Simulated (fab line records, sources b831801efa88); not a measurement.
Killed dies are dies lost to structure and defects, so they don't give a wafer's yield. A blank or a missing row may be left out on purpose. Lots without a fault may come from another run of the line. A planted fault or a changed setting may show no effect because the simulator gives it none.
Which tool did it? | flow sky130 | 15 lots, 45 wafers sampled, at 2 steps of a route of 708

WHAT THE GAUGES READ, wafer by wafer
SKY_VIA1_THK_MEAS_23: measures by xrf. Usual: VIA1_W_THK 265 nm, standard deviation 3.4.
lot  | measured     | on            | VIA1_W_THK (nm) | flag
L839 | day 33 13:18 | film_metro-01 | 264 267 266     |
L840 | day 34 07:43 | film_metro-01 | 261 267 266     |
L841 | day 34 23:04 | film_metro-02 | 268 272 265     |
L842 | day 35 04:36 | film_metro-04 | 260 264 263     |
L843 | day 35 07:17 | film_metro-01 | 260 264 263     |
L844 | day 35 16:04 | film_metro-02 | 263 270 262     |
L847 | day 36 18:22 | film_metro-02 | 267 261 266     |
L848 | day 36 21:05 | film_metro-02 | 262 260 264     |
L849 | day 37 09:44 | film_metro-02 | 262 261 262     |
L851 | day 37 15:31 | film_metro-01 | 267 265 265     |
L850 | day 37 16:37 | film_metro-04 | 266 264 275     |
L859 | day 40 18:40 | film_metro-02 | 265 263 260     |
L860 | day 40 20:40 | film_metro-04 | 266 264 268     |
L861 | day 41 02:05 | film_metro-02 | 268 268 265     |
L862 | day 41 06:55 | film_metro-02 | 262 262 264     |

SKY_VIA3_OVL_MEAS_13. Usual: VIA3_OVL 6 nm, standard deviation 5.
lot  | measured     | on         | VIA3_OVL (nm) | flag
L839 | day 39 06:05 | overlay-01 | 11 9 20       |
L840 | day 39 21:03 | overlay-01 | 5 -2 7        |
L841 | day 40 13:08 | overlay-02 | 15 4 2        |
L842 | day 40 18:13 | overlay-02 | 4 15 8        |
L843 | day 40 19:20 | overlay-02 | 7 4 10        |
L844 | day 41 04:47 | overlay-01 | 8 7 8         |
L847 | day 42 04:17 | overlay-01 | 8 11 11       |
L848 | day 42 05:51 | overlay-02 | 11 5 4        |
L849 | day 42 18:45 | overlay-02 | -2 0 -7       |
L851 | day 42 23:35 | overlay-02 | 10 2 4        |
L850 | day 43 01:05 | overlay-02 | 6 -2 2        |
L859 | day 45 18:29 | overlay-01 | 5 7 3         |
L860 | day 45 20:47 | overlay-02 | 16 6 21       |
L861 | day 46 02:00 | overlay-02 | 8 2 14        |
L862 | day 46 04:36 | overlay-02 | 5 -2 -9       |

WHICH TOOL RAN EACH LOT (tool, then ch and the chambers of the sampled wafers, then the start)
The record holds no process step before these readings.

WHAT THE TOOLS THEMSELVES READ (means of the sampled wafers that have a number; where no wafer has one, the mark that the record gives instead)
The record holds no such reading with a usual standard deviation.

THE ANSWER, worked out from the rows above alone
Rule: a lot is off if the mean of its wafers that have a number lies more than 3 standard deviations from the usual mean. A lot without any number at a reading at which 4 lots or more have one is off too. The other lots that the step has rows for count as sound. The gauges are gone through in route order, then the tools' own readings, and for those a lot's mean is taken as printed above. The first step at which some lot is off is used, and at that step the reading that is off furthest; a lot without a number counts as furthest.
No lot is off at any reading shown: from this, nothing can be told.

WHAT THE SIMULATOR HAD PUT IN
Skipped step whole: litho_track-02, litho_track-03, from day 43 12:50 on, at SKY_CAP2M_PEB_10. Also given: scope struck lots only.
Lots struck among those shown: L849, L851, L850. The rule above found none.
